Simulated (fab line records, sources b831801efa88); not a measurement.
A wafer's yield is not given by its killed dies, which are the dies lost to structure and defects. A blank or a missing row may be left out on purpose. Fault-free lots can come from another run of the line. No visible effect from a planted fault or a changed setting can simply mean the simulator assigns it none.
Which tool was responsible?	flow sky130	35 wafers from 12 lots sampled at 2 of the route's 708 steps

## WHAT THE GAUGES READ, wafer by wafer
SKY_CONTACT_RS_MEAS_25: a four-point-probe measurement. Usual: CONTACT_W_RS typically reads 0.335 ohm/sq, with standard deviation 0.0037.
lot	measured	on	CONTACT_W_RS (ohm/sq)	flag
L228	day 32 01:40	film_metro-03	0.337 0.336 0.340	
L229	day 32 09:16	film_metro-02	0.339 0.338 0.334	
L231	day 33 03:59	film_metro-02	0.334 0.335 0.337	
L237	day 35 08:28	film_metro-03	0.338 0.333 0.333	
L236	day 35 09:47	film_metro-02	0.330 0.335 0.336	
L240	day 35 20:52	film_metro-02	0.331 0.339 0.340	
L241	day 36 02:28	film_metro-03	0.332 0.331 0.337	
L242	day 36 17:28	film_metro-03	0.335 0.335 0.336	
L243	day 36 23:52	film_metro-01	0.330 0.328 0.336	
L244	day 37 05:35	film_metro-03	0.342 0.339	
L245	day 37 12:34	film_metro-02	0.329 0.327 0.335	
L248	day 38 10:16	film_metro-02	0.331 0.333 0.338	

SKY_METAL2_RS_MEAS_05: a four-point-probe measurement. Usual: METAL2_ALCU_RS typically reads 0.1268 ohm/sq, with standard deviation 0.0017.
lot	measured	on	METAL2_ALCU_RS (ohm/sq)	flag
L228	day 34 10:58	film_metro-02	0.1248 0.1241 0.1282	
L229	day 34 18:44	film_metro-04	0.1265 0.1285 0.1283	
L231	day 35 12:01	film_metro-03	0.1260 0.1280 0.1285	
L237	day 37 16:43	film_metro-04	0.1299 0.1250 0.1259	
L236	day 37 18:11	film_metro-03	0.1248 0.1246 0.1255	
L240	day 38 05:31	film_metro-02	0.1248 0.1236 0.1244	
L241	day 38 09:51	film_metro-04	0.1277 0.1282 0.1286	
L242	day 39 01:04	film_metro-02	0.1263 0.1276 0.1285	
L243	day 39 07:57	film_metro-03	0.1257 0.1257 0.1258	
L244	day 39 11:22	film_metro-04	0.1305 0.1288	
L245	day 39 16:47	film_metro-03	0.1276 0.1289 0.1278	
L248	day 40 16:07	film_metro-04	0.1284 0.1258 0.1262	

## WHICH TOOL RAN EACH LOT (tool, then ch and the chambers of the sampled wafers, then the start)
Record: no process step prior to these readings.

## WHAT THE TOOLS THEMSELVES READ (means of the sampled wafers that have a number; where no wafer has one, the mark that the record gives instead)
The record holds no such reading with a usual standard deviation.

## THE ANSWER, worked out from the rows above alone
Rule: a lot counts as off when the mean over its wafers that have a number is more than 3 standard deviations away from the usual mean. Also off: a lot with no number at a reading for which 4 or more lots have one. The other lots that the step has rows for count as sound. After the gauges, taken in route order, come the tools' own readings; for these a lot's mean is taken, as printed above. At the first step where some lot is off, the reading lying furthest off is the one used; lots without a number count as furthest.
No lot is off at any reading shown: from this, nothing can be told.

## WHAT HAD BEEN PUT IN BY THE SIMULATOR
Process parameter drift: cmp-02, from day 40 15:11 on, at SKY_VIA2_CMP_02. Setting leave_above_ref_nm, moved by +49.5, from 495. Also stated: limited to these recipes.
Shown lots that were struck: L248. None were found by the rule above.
